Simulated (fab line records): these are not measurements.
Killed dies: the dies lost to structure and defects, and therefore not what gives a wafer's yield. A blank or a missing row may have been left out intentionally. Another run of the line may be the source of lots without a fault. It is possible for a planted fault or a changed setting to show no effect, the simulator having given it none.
fab line records | flow sky130
[record] lots = 7 | wafers = 21 | lastDay = 49
route steps=708 shown FIELD_ISO@4 PAD_OPEN@708
lots untouched by any fault: they come from a run of this same line in which no faults occurred
startH: hours from the record's opening day to when the first of the lot's shown wafers began | waitH: time in hours since the lot's previous step | " same as the row above | L1.1+2: a row that stands for several wafers | - no value, or no start was given | * or withheld: withheld | < > ~ a bound
route shown NAME@n: a module of which the file shows steps, and the number in the route of the first | usual: mean/standard deviation taken from wafers without a fault | same: alike in all rows | chamber/n: place in a boat | sites: the reading at each site | _std_site: the values' standard deviation | _edge_site: the outer-site mean with the inner-site mean subtracted | radiusMm: for every site, how far away it sits from the centre of the wafer | mask NAME#n: copy n | behind: tool/chamber where the wafer was last shaped | hold: cause of the lot's hold/its duration in hours/its outcome | device: the n, p or np transistor that did not switch | end of line: the same wafers' tests at the end of the route | for a step that has no rows: nothing shown but its recipe | killed: at the first sort, the dies lost to defects and structure; wafer yield is something else | map: the dies of a wafer, with x for killed, . for not killed, _ for no die there
set.NAME: setting as actually run; set.NAME@STEP: the setting as run at that earlier step | model.NAME: the simulator's own value behind a step, which no gauge read
a table for each step, a row for each wafer; lots at some steps of the route
services: the hour from which a tool's chamber was out of use, counted from the record's first day as startH (under 0 if before that day), plus the number of hours and why
[[steps]]
[step SKY_FIELD_ISO_CVD_03]
[recipe] material = Si3N4 | precursor = DCS/NH3 | targetThkNm = 165 | tempC = 770 | timeS = 2830 | pressureMtorr = 250
[step SKY_FIELD_ISO_THK_MEAS_04]
[recipe] reads = Si3N4_of_FIELD_ISO_CVD_03
[usual] FIELD_ISO_CVD_03_THK = 165.4/1.7
lot.wafer | tool         | chamber | startH | waitH | FIELD_ISO_CVD_03_THK[nm]
L965.1    | filmMetro-04 | -       | 45.39  | 0.0   | 163.2
L965.5    | "            | -       | "      | "     | 163.3
L965.6    | "            | -       | "      | "     | 163.3
L966.1    | filmMetro-01 | -       | 48.48  | 0.0   | 164.3
L966.4    | "            | -       | "      | "     | 164.8
L966.5    | "            | -       | "      | "     | 164.2
L969.1    | filmMetro-04 | -       | 71.53  | 0.0   | 166.5
L969.2    | "            | -       | "      | "     | 166.4
L969.4    | "            | -       | "      | "     | 165.4
L971.3    | filmMetro-03 | -       | 75.90  | 0.0   | 168.8
L971.4    | "            | -       | "      | "     | 169.3
L971.5    | "            | -       | "      | "     | 168.5
L972.1    | filmMetro-04 | -       | 80.68  | 0.0   | 167.7
L972.4    | "            | -       | "      | "     | 167.7
L972.6    | "            | -       | "      | "     | 168.1
L973.1    | filmMetro-04 | -       | 86.58  | 0.0   | 163.0
L973.3    | "            | -       | "      | "     | 164.5
L973.5    | "            | -       | "      | "     | 163.0
L978.1    | filmMetro-01 | -       | 113.29 | 0.0   | 164.7
L978.2    | "            | -       | "      | "     | 165.7
L978.6    | "            | -       | "      | "     | 166.8
[step SKY_FIELD_ISO_DEHYDRATE_05]
[recipe] tempC = 200 | timeS = 60
[step SKY_FIELD_ISO_HMDS_06]
[recipe] primeTimeS = 60 | primeTempC = 120
[step SKY_FIELD_ISO_COAT_07]
[recipe] resist = BARC | tempC = withheld | timeS = withheld | spinRpm = 3072 | resistThkNm = 60
[step SKY_FIELD_ISO_COAT_08]
[recipe] resist = KrF-thick | spinRpm = 3000 | resistThkNm = 450
[step SKY_FIELD_ISO_SOFTBAKE_09]
[recipe] tempC = 100 | timeS = 90 | resist = KrF-thick
[step SKY_FIELD_ISO_EXPOSE_10]
[recipe] maskId = FOM | na = 0.68 | sourceShape = annular | sigmaInner = 0.4 | sigmaOuter = 0.8 | targetCdNm = 150 | doseMj = 28
[step SKY_FIELD_ISO_PEB_11]
[recipe] pebTempC = withheld | pebTimeS = withheld | resist = KrF-thick
[step SKY_FIELD_ISO_DEVELOP_12]
[recipe] developTimeS = 60 | resist = KrF-thick | devTempC = 21
[step SKY_FIELD_ISO_CD_MEAS_13]
[recipe] targetCdNm = 150
[usual] cdNm = 149.9/1.4
lot.wafer | tool     | chamber | startH | waitH | cdNm
L965.1    | cdSem-02 | -       | 61.16  | -     | 152.0
L965.5    | "        | -       | "      | "     | 150.3
L965.6    | "        | -       | "      | "     | 151.7
L966.1    | cdSem-02 | -       | 63.99  | -     | 150.9
L966.4    | "        | -       | "      | "     | 151.0
L966.5    | "        | -       | "      | "     | 152.4
L969.1    | cdSem-02 | -       | 88.06  | -     | 151.4
L969.2    | "        | -       | "      | "     | 151.2
L969.4    | "        | -       | "      | "     | 153.3
L971.3    | cdSem-02 | -       | 92.49  | -     | 150.2
L971.4    | "        | -       | "      | "     | 149.0
L971.5    | "        | -       | "      | "     | 148.9
L972.1    | cdSem-02 | -       | 97.97  | -     | 149.2
L972.4    | "        | -       | "      | "     | 148.3
L972.6    | "        | -       | "      | "     | 149.0
L973.1    | cdSem-02 | -       | 103.32 | -     | 153.1
L973.3    | "        | -       | "      | "     | 151.8
L973.5    | "        | -       | "      | "     | 152.6
L978.1    | cdSem-02 | -       | 131.37 | -     | 149.0
L978.2    | "        | -       | "      | "     | 148.5
L978.6    | "        | -       | "      | "     | 149.7
[step SKY_FIELD_ISO_ETCH_14]
[recipe] chemistry = N2/H2 | target = BARC | ionEnergyEv = 200 | sourceW = 500 | biasW = 100 | pressureMtorr = 30 | n2FlowSccm = 100 | h2FlowSccm = 200 | stopOn = SiO2 | timeS = 45.9 | targetDepthA = 600
[usual] drypumpMotorCurrentA = 5.7/0.44 | n2FlowSccm = 100.0/0.3 | oesProductAu = 0.850/0.0046 | rfFwdPowerW = 494.0/2.5 | throttleValvePct = 13.223/0.0091
lot.wafer | tool       | chamber | startH | waitH | drypumpMotorCurrentA | n2FlowSccm | oesProductAu | rfFwdPowerW | rfHoursCounterH | throttleValvePct
L965.1    | rieDiel-01 | 3       | 61.28  | 0.1   | 6.3                  | 99.7       | 0.852        | 495.2       | 166             | 13.210
L965.5    | "          | 3       | "      | "     | 6.3                  | 99.9       | 0.855        | 497.6       | -               | 13.226
L965.6    | "          | 0       | "      | "     | 5.6                  | 100.0      | 0.851        | 491.2       | -               | 13.235
L966.1    | rieDiel-04 | 1       | 64.11  | 0.1   | 4.9                  | 99.9       | 0.846        | 495.5       | 109             | 13.224
L966.4    | "          | 3       | "      | "     | 5.6                  | 99.6       | 0.843        | 489.2       | 0               | 13.219
L966.5    | "          | 0       | "      | "     | 5.2                  | 99.9       | 0.848        | 490.4       | -               | 13.224
L969.1    | rieDiel-04 | 1       | 88.18  | 0.1   | 5.0                  | 99.4       | 0.854        | 491.1       | 109             | 13.215
L969.2    | "          | 0       | "      | "     | 5.2                  | 100.1      | 0.856        | 492.6       | 24              | 13.222
L969.4    | "          | 3       | "      | "     | 5.6                  | 100.2      | 0.843        | 489.9       | 1               | 13.217
L971.3    | rieDiel-04 | 1       | 92.57  | 0.1   | 5.0                  | 100.0      | 0.847        | 494.4       | 109             | 13.218
L971.4    | "          | 0       | "      | "     | 5.2                  | 100.4      | 0.851        | 490.1       | 24              | 13.222
L971.5    | "          | 0       | "      | "     | 5.2                  | 99.8       | 0.847        | 489.0       | -               | 13.226
L972.1    | rieDiel-01 | 1       | 98.09  | 0.1   | 6.0                  | 100.4      | 0.844        | 494.5       | 31              | 13.223
L972.4    | "          | 0       | "      | "     | 5.6                  | 99.9       | 0.849        | 490.4       | -               | 13.215
L972.6    | "          | 1       | "      | "     | 6.0                  | 100.3      | 0.858        | 494.4       | -               | 13.221
L973.1    | rieDiel-04 | 2       | 103.44 | 0.1   | 6.3                  | 99.5       | 0.853        | 493.1       | 1               | 13.228
L973.3    | "          | 1       | "      | "     | 5.0                  | 100.3      | 0.852        | 495.7       | 109             | 13.227
L973.5    | "          | 2       | "      | "     | 6.3                  | 100.0      | 0.857        | 490.9       | -               | 13.231
L978.1    | rieDiel-02 | 3       | 131.49 | 0.1   | 5.0                  | 100.2      | 0.857        | 494.3       | 30              | 13.232
L978.2    | "          | 2       | "      | "     | 5.8                  | 99.8       | 0.852        | 493.8       | 73              | 13.244
L978.6    | "          | 2       | "      | "     | 5.8                  | 100.3      | 0.855        | 494.2       | -               | 13.222
[step SKY_FIELD_ISO_ETCH_15]
[recipe] chemistry = CHF3/O2 | targetDepthNm = 180 | stopOn = Si | sourceW = 600 | biasW = 200 | pressureMtorr = 40 | chf3FlowSccm = 50 | O2_flow_sccm = 5 | timeS = 72
[usual] drypumpMotorCurrentA = 5.7/0.44 | oesProductAu = 0.947/0.0076 | rfFwdPowerW = 594.8/2.4 | throttleValvePct = 8.844/0.0086
lot.wafer | tool       | chamber | startH | waitH | drypumpMotorCurrentA | oesProductAu | rfFwdPowerW | rfHoursCounterH | throttleValvePct | model.KrF-thick_of_FIELD_ISO_COAT_08.thkNm
L965.1    | rieDiel-01 | 3       | 61.33  | 0.0   | 6.3                  | 0.937        | 595.4       | 166             | 8.833            | 236.8
L965.5    | "          | 3       | "      | "     | 6.2                  | 0.931        | 598.2       | -               | 8.846            | 238.1
L965.6    | "          | 0       | "      | "     | 5.6                  | 0.929        | 593.5       | -               | 8.824            | 232
L966.1    | rieDiel-04 | 1       | 64.16  | 0.0   | 4.9                  | 0.946        | 594.1       | 109             | 8.834            | 231.5
L966.4    | "          | 3       | "      | "     | 5.6                  | 0.950        | 589.5       | 0               | 8.839            | 236.9
L966.5    | "          | 0       | "      | "     | 5.2                  | 0.941        | 593.3       | -               | 8.851            | 238.3
L969.1    | rieDiel-04 | 1       | 88.23  | 0.0   | 5.0                  | 0.947        | 497.9       | 109             | 8.833            | 239.7
L969.2    | "          | 0       | "      | "     | 5.2                  | 0.947        | 500.4       | 24              | 8.837            | 243.9
L969.4    | "          | 3       | "      | "     | 5.6                  | 0.941        | 498.5       | 1               | 8.851            | 244
L971.3    | rieDiel-04 | 1       | 92.61  | 0.0   | 4.9                  | 0.952        | 498.1       | 109             | 8.850            | 237.7
L971.4    | "          | 0       | "      | "     | 5.2                  | 0.959        | 494.8       | 24              | 8.842            | 243.3
L971.5    | "          | 0       | "      | "     | 5.2                  | 0.953        | 497.5       | -               | 8.853            | 243.5
L972.1    | rieDiel-01 | 1       | 98.13  | 0.0   | 5.9                  | 0.952        | 596.6       | 31              | 8.840            | 231
L972.4    | "          | 0       | "      | "     | 5.6                  | 0.963        | 590.4       | -               | 8.847            | 232.3
L972.6    | "          | 1       | "      | "     | 5.9                  | 0.960        | 598.5       | -               | 8.852            | 231.9
L973.1    | rieDiel-04 | 2       | 103.48 | 0.0   | 6.4                  | 0.935        | 497.2       | 1               | 8.833            | 245.9
L973.3    | "          | 1       | "      | "     | 5.0                  | 0.941        | 505.2       | 109             | 8.837            | 240.7
L973.5    | "          | 2       | "      | "     | 6.3                  | 0.939        | 495.5       | -               | 8.838            | 249.1
L978.1    | rieDiel-02 | 3       | 131.53 | 0.0   | 5.0                  | 0.941        | 597.0       | 30              | 8.864            | 230.5
L978.2    | "          | 2       | "      | "     | 5.8                  | 0.955        | 596.1       | 73              | 8.855            | 239.6
L978.6    | "          | 2       | "      | "     | 5.8                  | 0.952        | 594.4       | -               | 8.837            | 237.9
[step SKY_FIELD_ISO_STRIP_16]
[recipe] chemistry = O2/N2 | powerW = 1400 | pressureMtorr = 1500 | platenTempC = withheld | o2FlowSccm = 3000 | n2FlowSccm = 300 | overashFraction = 0.5
[usual] drypumpMotorCurrentA = 6.13/0.15 | n2FlowSccm = 299.8/0.91 | oesProductAu = 0.377/0.0049 | stripTimeToEndpointS = 3.52/0.039
lot.wafer | tool           | chamber | startH | waitH | drypumpMotorCurrentA | n2FlowSccm | oesProductAu | rfHoursCounterH | stripTimeToEndpointS
L965.1    | plasmaAsher-04 | 0       | 61.38  | 0.0   | 6.00                 | 300.2      | 0.384        | 38              | 3.53
L965.5    | "              | 1       | "      | "     | 6.28                 | 298.0      | 0.377        | -               | 3.55
L965.6    | "              | 0       | "      | "     | 6.01                 | 299.5      | 0.380        | -               | 3.49
L966.1    | plasmaAsher-01 | 0       | 64.21  | 0.0   | 6.14                 | 300.2      | 0.378        | 25              | 3.49
L966.4    | "              | 0       | "      | "     | 6.15                 | 301.2      | 0.373        | -               | 3.54
L966.5    | "              | 0       | "      | "     | 6.15                 | 300.1      | 0.379        | -               | 3.56
L969.1    | plasmaAsher-01 | 0       | 88.28  | 0.0   | 6.14                 | 298.3      | 0.381        | 28              | 3.58
L969.2    | "              | 1       | "      | "     | 6.10                 | 300.3      | 0.383        | 28              | 3.62
L969.4    | "              | 1       | "      | "     | 6.12                 | 299.1      | 0.384        | -               | 3.63
L971.3    | plasmaAsher-04 | 0       | 92.70  | 0.1   | 6.05                 | 300.4      | 0.371        | -               | 3.57
L971.4    | "              | 1       | "      | "     | 6.31                 | 300.8      | 0.384        | -               | 3.63
L971.5    | "              | 1       | "      | "     | 6.27                 | 300.4      | 0.384        | -               | 3.61
L972.1    | plasmaAsher-04 | 0       | 98.19  | 0.0   | 6.04                 | 300.3      | 0.373        | 41              | 3.48
L972.4    | "              | 0       | "      | "     | 6.02                 | 300.2      | 0.369        | -               | 3.51
L972.6    | "              | 1       | "      | "     | 6.31                 | 299.1      | 0.370        | -               | 3.48
L973.1    | plasmaAsher-03 | 1       | 103.54 | 0.0   | 5.84                 | 300.0      | 0.379        | 42              | 3.64
L973.3    | "              | 1       | "      | "     | 5.84                 | 301.1      | 0.384        | -               | 3.58
L973.5    | "              | 1       | "      | "     | 5.82                 | 299.8      | 0.394        | -               | 3.66
L978.1    | plasmaAsher-04 | 1       | 131.59 | 0.0   | 6.28                 | 300.4      | 0.380        | 44              | 3.48
L978.2    | "              | 0       | "      | "     | 5.95                 | 299.2      | 0.377        | 44              | 3.56
L978.6    | "              | 1       | "      | "     | 6.30                 | 299.8      | 0.375        | -               | 3.56
[step SKY_PAD_OPEN_PROBE_99]
[usual] killed_at_M0_to_M3 = 44/7.3 | killed_at_M4_up = 3.1/1.9 | killedAtContacts = 24/5.3 | killedAtFrontEnd = 15/4 | killedAtOther = 0.4/0.6 | killedDies = 86/9.2 | killedOpen = 47/6.9 | killedShort = 39/6.9
[same] grossDies = 492 | killedAtBackSide = 0
lot.wafer | tool      | chamber | startH  | waitH | killed_at_M0_to_M3 | killed_at_M4_up | killedAtContacts | killedAtFrontEnd | killedAtOther | killedDies | killedOpen | killedShort
L965.1    | prober-02 | -       | 1115.76 | 0.1   | 31                 | 0               | 25               | 13               | 0             | 69         | 45         | 24
L965.5    | prober-02 | -       | 1115.96 | 0.2   | 49                 | 0               | 21               | 20               | 0             | 90         | 41         | 49
L965.6    | prober-02 | -       | 1116.01 | 0.2   | 32                 | 3               | 21               | 13               | 0             | 69         | 39         | 30
L966.1    | prober-01 | -       | 1116.16 | 0.1   | 41                 | 2               | 22               | 18               | 0             | 83         | 47         | 36
L966.4    | prober-01 | -       | 1116.31 | 0.2   | 46                 | 8               | 27               | 12               | 1             | 94         | 42         | 51
L966.5    | prober-01 | -       | 1116.36 | 0.2   | 30                 | 1               | 37               | 20               | 1             | 89         | 49         | 39
L969.1    | prober-01 | -       | 1146.69 | 0.1   | 37                 | 0               | 21               | 18               | 0             | 76         | 45         | 31
L969.2    | prober-01 | -       | 1146.74 | 0.1   | 48                 | 1               | 31               | 16               | 1             | 97         | 51         | 46
L969.4    | prober-01 | -       | 1146.84 | 0.2   | 36                 | 3               | 24               | 15               | 0             | 78         | 44         | 34
L972.1    | prober-02 | -       | 1154.71 | 0.1   | 43                 | 2               | 29               | 19               | 1             | 94         | 43         | 51
L972.4    | prober-02 | -       | 1154.86 | 0.2   | 47                 | 2               | 18               | 17               | 0             | 84         | 48         | 35
L972.6    | prober-02 | -       | 1154.96 | 0.2   | 43                 | 5               | 32               | 19               | 0             | 99         | 57         | 42
L971.3    | prober-01 | -       | 1154.82 | 0.2   | 47                 | 5               | 23               | 16               | 0             | 91         | 48         | 43
L971.4    | prober-01 | -       | 1154.87 | 0.2   | 46                 | 2               | 26               | 14               | 0             | 88         | 50         | 38
L971.5    | prober-01 | -       | 1154.92 | 0.2   | 61                 | 4               | 34               | 10               | 0             | 109        | 55         | 54
L973.1    | prober-02 | -       | 1160.99 | 0.1   | 39                 | 5               | 22               | 22               | 0             | 88         | 56         | 31
L973.3    | prober-02 | -       | 1161.09 | 0.2   | 46                 | 1               | 25               | 11               | 0             | 83         | 48         | 34
L973.5    | prober-02 | -       | 1161.19 | 0.2   | 42                 | 2               | 29               | 12               | 1             | 86         | 45         | 41
L978.1    | prober-02 | -       | 1178.09 | 0.1   | 43                 | 3               | 21               | 13               | 1             | 81         | 44         | 37
L978.2    | prober-02 | -       | 1178.14 | 0.1   | 34                 | 2               | 26               | 11               | 0             | 73         | 41         | 32
L978.6    | prober-02 | -       | 1178.34 | 0.2   | 31                 | 4               | 27               | 14               | 1             | 77         | 50         | 26
// killed by level:class
L965.1 VIA1:geometricParticle:open=10 LI_CONTACT:geometricParticle:open=8 CONTACT:geometricParticle:open=8 METAL2:geometricParticle:short=5 VIA3:geometricParticle:open=5 FIELD_ISO:geometricParticle:open=3 POLY_GATE:geometricParticle:short=3 LOCAL_INTERCONNECT:geometricParticle:open=3
L965.5 CONTACT:geometricParticle:open=8 METAL1:geometricParticle:short=8 METAL2:geometricParticle:short=8 VIA2:geometricParticle:open=7 VIA2:geometricParticle:short=6 POLY_GATE:geometricParticle:short=5 LI_CONTACT:geometricParticle:open=5 VIA3:geometricParticle:open=5
L965.6 CONTACT:geometricParticle:open=9 VIA1:geometricParticle:open=7 CONTACT:geometricParticle:short=5 VIA2:geometricParticle:open=5 VIA3:geometricParticle:open=5 POLY_GATE:geometricParticle:open=4 FIELD_ISO:geometricParticle:short=3 LI_CONTACT:geometricParticle:open=3
L966.1 VIA1:geometricParticle:open=13 LI_CONTACT:geometricParticle:open=8 POLY_GATE:geometricParticle:open=7 VIA2:geometricParticle:short=6 CONTACT:geometricParticle:short=5 METAL1:geometricParticle:short=5 VIA2:geometricParticle:open=5 LOCAL_INTERCONNECT:geometricParticle:short=4
L966.4 VIA2:geometricParticle:open=8 METAL1:geometricParticle:short=7 LI_CONTACT:geometricParticle:open=7 CONTACT:geometricParticle:open=7 VIA2:geometricParticle:short=7 VIA1:geometricParticle:open=6 METAL2:geometricParticle:short=5 LI_CONTACT:geometricParticle:short=5
L966.5 LI_CONTACT:geometricParticle:open=10 CONTACT:geometricParticle:open=8 CONTACT:geometricParticle:short=8 FIELD_ISO:geometricParticle:open=6 POLY_GATE:geometricParticle:open=5 LI_CONTACT:geometricParticle:short=5 FIELD_ISO:geometricParticle:short=4 LOCAL_INTERCONNECT:geometricParticle:short=4
L969.1 FIELD_ISO:geometricParticle:open=7 VIA3:geometricParticle:open=7 VIA1:geometricParticle:open=6 LI_CONTACT:geometricParticle:open=5 METAL2:geometricParticle:short=5 VIA2:geometricParticle:open=5 FIELD_ISO:geometricParticle:short=4 POLY_GATE:geometricParticle:open=4
L969.2 VIA2:geometricParticle:open=11 CONTACT:geometricParticle:open=10 LOCAL_INTERCONNECT:geometricParticle:short=8 VIA3:geometricParticle:open=7 METAL1:geometricParticle:short=7 METAL2:geometricParticle:short=5 LI_CONTACT:geometricParticle:open=5 FIELD_ISO:geometricParticle:open=4
L969.4 VIA1:geometricParticle:open=13 CONTACT:geometricParticle:open=8 LI_CONTACT:geometricParticle:open=7 VIA3:geometricParticle:short=4 POLY_GATE:geometricParticle:short=4 CONTACT:geometricParticle:short=4 METAL1:geometricParticle:short=4 VIA2:geometricParticle:open=4
L972.1 CONTACT:geometricParticle:open=10 VIA2:geometricParticle:open=8 VIA3:geometricParticle:open=7 FIELD_ISO:geometricParticle:short=6 CONTACT:geometricParticle:short=6 VIA1:geometricParticle:open=6 VIA3:geometricParticle:short=6 LOCAL_INTERCONNECT:geometricParticle:short=5
L971.3 VIA1:geometricParticle:open=11 CONTACT:geometricParticle:open=8 VIA2:geometricParticle:open=8 METAL2:geometricParticle:short=8 METAL1:geometricParticle:short=6 LI_CONTACT:geometricParticle:open=5 VIA1:geometricParticle:short=5 FIELD_ISO:geometricParticle:open=4
L972.4 VIA2:geometricParticle:open=13 VIA1:geometricParticle:open=8 FIELD_ISO:geometricParticle:open=6 LI_CONTACT:geometricParticle:open=6 VIA2:geometricParticle:short=6 CONTACT:geometricParticle:open=5 METAL1:geometricParticle:short=5 CONTACT:geometricParticle:short=4
L971.4 CONTACT:geometricParticle:open=9 LI_CONTACT:geometricParticle:open=8 VIA1:geometricParticle:open=8 METAL1:geometricParticle:short=6 FIELD_ISO:geometricParticle:open=5 LOCAL_INTERCONNECT:geometricParticle:short=5 METAL2:geometricParticle:short=5 VIA3:geometricParticle:short=5
L971.5 VIA1:geometricParticle:open=14 LOCAL_INTERCONNECT:geometricParticle:short=10 METAL2:geometricParticle:short=10 VIA3:geometricParticle:open=10 CONTACT:geometricParticle:open=9 LI_CONTACT:geometricParticle:open=7 VIA2:geometricParticle:open=7 METAL1:geometricParticle:short=6
L972.6 LI_CONTACT:geometricParticle:open=12 CONTACT:geometricParticle:open=10 VIA1:geometricParticle:open=7 VIA1:geometricParticle:short=6 VIA2:geometricParticle:open=6 VIA3:geometricParticle:open=6 FIELD_ISO:geometricParticle:open=4 CONTACT:geometricParticle:short=4
L973.1 CONTACT:geometricParticle:open=14 VIA1:geometricParticle:open=9 POLY_GATE:geometricParticle:open=8 VIA2:geometricParticle:open=7 METAL2:geometricParticle:short=7 FIELD_ISO:geometricParticle:open=6 VIA3:geometricParticle:open=5 METAL4:geometricParticle:short=5
L973.3 VIA1:geometricParticle:open=14 CONTACT:geometricParticle:open=10 METAL1:geometricParticle:short=8 VIA2:geometricParticle:open=7 FIELD_ISO:geometricParticle:open=6 LI_CONTACT:geometricParticle:open=6 CONTACT:geometricParticle:short=5 FIELD_ISO:geometricParticle:short=4
L973.5 CONTACT:geometricParticle:open=10 VIA1:geometricParticle:open=9 VIA3:geometricParticle:open=8 LOCAL_INTERCONNECT:geometricParticle:short=6 FIELD_ISO:geometricParticle:open=5 VIA1:geometricParticle:short=5 CONTACT:geometricParticle:short=5 METAL1:geometricParticle:short=5
L978.1 VIA1:geometricParticle:open=11 METAL2:geometricParticle:short=7 VIA3:geometricParticle:open=7 CONTACT:geometricParticle:open=6 FIELD_ISO:geometricParticle:short=5 POLY_GATE:geometricParticle:open=5 LOCAL_INTERCONNECT:geometricParticle:short=5 VIA2:geometricParticle:open=5
L978.2 CONTACT:geometricParticle:open=13 VIA1:geometricParticle:short=6 VIA1:geometricParticle:open=6 VIA3:geometricParticle:open=5 LOCAL_INTERCONNECT:geometricParticle:short=5 CONTACT:geometricParticle:short=5 VIA2:geometricParticle:open=3 FIELD_ISO:geometricParticle:short=3
L978.6 VIA1:geometricParticle:open=9 VIA2:geometricParticle:open=7 LI_CONTACT:geometricParticle:open=7 CONTACT:geometricParticle:open=7 FIELD_ISO:geometricParticle:open=6 LOCAL_INTERCONNECT:geometricParticle:short=5 VIA3:geometricParticle:open=5 POLY_GATE:geometricParticle:open=4
[[services]]
tool           | chamber | startH | hours | kind
plasmaAsher-04 | -       | 37.37  | 3.4   | repair
rieDiel-01     | 1       | 39.20  | 2.4   | repair
plasmaAsher-03 | -       | 47.26  | 1.8   | repair
plasmaAsher-03 | -       | 49.29  | 1.9   | repair
plasmaAsher-04 | -       | 63.98  | 15.6  | pm
rieDiel-01     | 3       | 86.61  | -     | clean
rieDiel-01     | 3       | 86.61  | 14.0  | scheduledDown
rieDiel-01     | 3       | 86.61  | 14.0  | ventCycle
rieDiel-01     | 3       | 104.66 | 2.5   | repair
plasmaAsher-03 | -       | 108.75 | 9.0   | pm
plasmaAsher-03 | 0       | 108.75 | 9.0   | ventCycle
plasmaAsher-03 | 1       | 108.75 | 9.0   | ventCycle
rieDiel-04     | 2       | 110.18 | 7.5   | repair
plasmaAsher-03 | 0       | 117.75 | -     | clean
plasmaAsher-03 | 1       | 117.75 | -     | clean
rieDiel-01     | 3       | 124.77 | 4.1   | repair
rieDiel-01     | -       | 125.29 | 2.2   | repair
[[key]]
[firstSign] step = SKY_FIELD_ISO_ETCH_15 | reading = rfFwdPowerW | direction = down | sigmas = 40 | usual = 594.8 | struck = 498.3
effect none on later readings
[modelEffect] step = SKY_FIELD_ISO_ETCH_15 | value = KrF-thick_of_FIELD_ISO_COAT_08.thkNm | without = 232.8 | struck = 243.1
metAt SKY_FIELD_ISO_ETCH_15
struckWafers L969.1,L969.2,L969.4,L971.3,L971.4,L971.5,L973.1,L973.3,L973.5
testerLeftOut L969,L971,L973
onsetBetween 64.16 88.23
[fault] kind = processParameterDrift | tool = rieDiel-04 | chamber = - | onsetH = 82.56 | steps = SKY_FIELD_ISO_ETCH_15 | channel = sourceW | offset = -96 | shape = step | endH = 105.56 | actsIn = theseRecipesOnly | stated = 600
// testerLeftOut: of these lots the tester's yield and bins aren't shown, on N5 and GAA mostly nor the transistor test; their killed dies are dies lost to structure and defects alone, not to doping, threshold or leakage, so they don't give the yield
